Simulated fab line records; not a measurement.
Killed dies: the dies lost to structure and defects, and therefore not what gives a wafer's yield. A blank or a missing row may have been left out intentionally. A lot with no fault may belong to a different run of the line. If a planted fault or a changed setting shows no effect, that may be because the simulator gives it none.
The tool behind it: which one?    flow gf180mcu    Sampling: 12 lots, 36 wafers, 4 of 602 route steps

## WHAT THE GAUGES SHOWED, per wafer
GF_HV_LDD_RS_MEAS_53: uses a four-point probe to measure. Usual: HV_LDD_RS 417.8 ohm/sq, standard deviation 0.94.
lot   measured      on            HV_LDD_RS (ohm/sq)  flag
L907  day 12 22:38  filmMetro-02  416.2 417.6 417.9   
L909  day 13 09:14  filmMetro-02  416.4 418.3 418.0   
L912  day 14 15:08  filmMetro-03  421.9 422.2 423.0   OFF
L913  day 14 22:50  filmMetro-03  423.7 421.5 422.4   OFF
L914  day 15 12:43  filmMetro-02  418.5 417.2 418.6   
L921  day 17 20:26  filmMetro-03  418.2 417.9 418.7   
L920  day 17 21:02  filmMetro-01  419.2 418.4 418.8   
L922  day 18 01:32  filmMetro-03  420.0 419.8 419.1   
L924  day 18 19:09  filmMetro-02  416.1 416.4 416.1   
L923  day 18 20:58  filmMetro-02  416.6 417.6 417.7   
L925  day 19 02:46  filmMetro-02  417.3 417.9 418.2   
L927  day 19 18:52  filmMetro-02  418.4 417.8 417.8   

GF_M2_RS_MEAS_05: uses a four-point probe to measure. Usual: M2_ALCU_RS 0.0693 ohm/sq, standard deviation 0.00055.
lot   measured      on            M2_ALCU_RS (ohm/sq)   flag
L907  day 18 21:24  filmMetro-02  0.0695 0.0692 0.0694  
L909  day 19 11:07  filmMetro-01  0.0690 0.0689 0.0691  
L912  day 20 20:07  filmMetro-01  0.0688 0.0688 0.0687  
L913  day 21 06:31  filmMetro-02  0.0691 0.0680 0.0690  
L914  day 21 19:59  filmMetro-04  0.0699 0.0702 0.0701  
L921  day 24 05:15  filmMetro-01  0.0689 0.0686 0.0682  
L920  day 24 07:05  filmMetro-04  0.0687 0.0697 0.0694  
L922  day 24 10:05  filmMetro-04  0.0698 0.0686 0.0698  
L924  day 25 02:33  filmMetro-04  0.0700 0.0695 0.0698  
L923  day 25 03:21  filmMetro-04  0.0686 0.0688 0.0688  
L925  day 25 07:43  filmMetro-04  0.0687 0.0687 0.0693  
L927  day 26 01:10  filmMetro-04  0.0688 0.0687 0.0689  

## WHAT TOOL EACH LOT RAN ON (gives the tool, then ch and the chambers of the sampled wafers, and finally the start)
lot   GF_HV_LDD_IMPLANT_33             GF_M1_STRIP_17
L907  implanter-02 ch 0, day 12 02:25  plasmaAsher-02 ch 0,1, day 17 18:38
L909  implanter-01 ch 0, day 12 12:34  plasmaAsher-02 ch 0,1, day 18 08:04
L912  implanter-01 ch 0, day 13 16:30  plasmaAsher-03 ch 0,1, day 19 16:27
L913  implanter-01 ch 0, day 14 00:44  plasmaAsher-03 ch 0,1, day 20 03:29
L914  implanter-02 ch 0, day 14 14:04  plasmaAsher-04 ch 0,1, day 20 17:46
L921  implanter-01 ch 0, day 16 19:44  plasmaAsher-03 ch 0,1, day 23 03:34
L920  implanter-02 ch 0, day 16 20:58  plasmaAsher-04 ch 0,1, day 23 05:16
L922  implanter-02 ch 0, day 17 00:25  plasmaAsher-02 ch 0,1, day 23 08:20
L924  implanter-01 ch 0, day 17 17:59  plasmaAsher-04 ch 0,1, day 24 00:58
L923  implanter-02 ch 0, day 17 20:15  plasmaAsher-03 ch 0,1, day 24 02:26
L925  implanter-04 ch 0, day 18 01:23  plasmaAsher-03 ch 1, day 24 08:11
L927  implanter-04 ch 0, day 18 17:25  plasmaAsher-03 ch 0, day 25 00:07
- GF_HV_LDD_IMPLANT_33
- GF_M1_STRIP_17: strips in O2/N2.

## WHAT THE TOOLS THEMSELVES READ (means of the sampled wafers that have a number; where no wafer has one, the mark that the record gives instead)
GF_HV_LDD_IMPLANT_33. Usual: beamEnergyKeV 60.002, standard deviation 0.019; beamOnS 9.99 s, standard deviation 0.2; faradayCurrentUA 42.3, standard deviation 0.83; rotationDeg -0.003 degrees, standard deviation 0.02.
lot   tool          beamEnergyKeV  beamOnS (s)  faradayCurrentUA  rotationDeg (degrees)  flag
L907  implanter-02  60.012         10.30        40.9              0.016                  
L909  implanter-01  59.993         9.98         42.5              0.023                  
L912  implanter-01  60.001         7.70         55.0              0.007                  OFF
L913  implanter-01  60.005         7.84         53.9              -0.034                 OFF
L914  implanter-02  59.989         9.94         42.4              -0.020                 
L921  implanter-01  59.985         10.07        42.0              0.004                  
L920  implanter-02  59.999         9.88         42.8              0.008                  
L922  implanter-02  59.987         9.86         42.8              -0.022                 
L924  implanter-01  59.992         10.01        42.2              0.031                  
L923  implanter-02  60.025         9.82         43.1              -0.010                 
L925  implanter-04  59.990         9.88         42.7              -0.006                 
L927  implanter-04  60.004         9.77         43.4              0.005                  

GF_M1_STRIP_17. Usual: chamberPressureMTorr 1500.1 mTorr, standard deviation 1.3; drypumpMotorCurrentA 5.7 A, standard deviation 0.4; heaterPowerW 323 W, standard deviation 39; oesProductAu 0.559 a.u., standard deviation 0.005; stripTimeToEndpointS 7.90 s, standard deviation 0.047.
lot   tool            chamberPressureMTorr (mTorr)  drypumpMotorCurrentA (A)  heaterPowerW (W)  oesProductAu (a.u.)  stripTimeToEndpointS (s)  flag
L907  plasmaAsher-02  1500.9                        6.0                       339               0.566                7.96                      
L909  plasmaAsher-02  1500.7                        6.1                       340               0.559                7.89                      
L912  plasmaAsher-03  1501.3                        5.6                       353               0.558                7.83                      
L913  plasmaAsher-03  1500.2                        5.6                       349               0.562                7.95                      
L914  plasmaAsher-04  1500.0                        5.6                       303               0.556                7.92                      
L921  plasmaAsher-03  1499.0                        5.8                       324               0.557                7.89                      
L920  plasmaAsher-04  1499.9                        5.4                       290               0.564                7.94                      
L922  plasmaAsher-02  1498.8                        6.0                       342               0.557                7.82                      
L924  plasmaAsher-04  1499.5                        5.4                       289               0.558                7.86                      
L923  plasmaAsher-03  1498.5                        5.6                       350               0.559                7.92                      
L925  plasmaAsher-03  1500.6                        5.4                       377               0.556                7.92                      
L927  plasmaAsher-03  1499.5                        6.0                       299               0.557                7.92                      

## THE ANSWER, worked out from the rows above alone
Rule: a lot counts as off when the mean over its wafers that have a number is more than 3 standard deviations away from the usual mean. Also off: a lot with no number at a reading for which 4 or more lots have one. Where the step has rows for the other lots, those lots are counted as sound. The gauges are gone through in route order, then the tools' own readings, and for those a lot's mean is taken as printed above. At the first step where some lot is off, the reading lying furthest off is the one used; lots without a number count as furthest.
Off: L912, L913, at GF_HV_LDD_RS_MEAS_53 (HV_LDD_RS).
If a tool, at a process step before that reading, ran all the lots that are off and no sound lot after the first of them, it fits. Not tried: the gauges at GF_HV_LDD_RS_MEAS_53; whatever is off there is also off at GF_HV_LDD_IMPLANT_33, on other tools, and gauge error can't account for it. None of those tried fits.

## WHAT THE SIMULATOR HAD PUT IN
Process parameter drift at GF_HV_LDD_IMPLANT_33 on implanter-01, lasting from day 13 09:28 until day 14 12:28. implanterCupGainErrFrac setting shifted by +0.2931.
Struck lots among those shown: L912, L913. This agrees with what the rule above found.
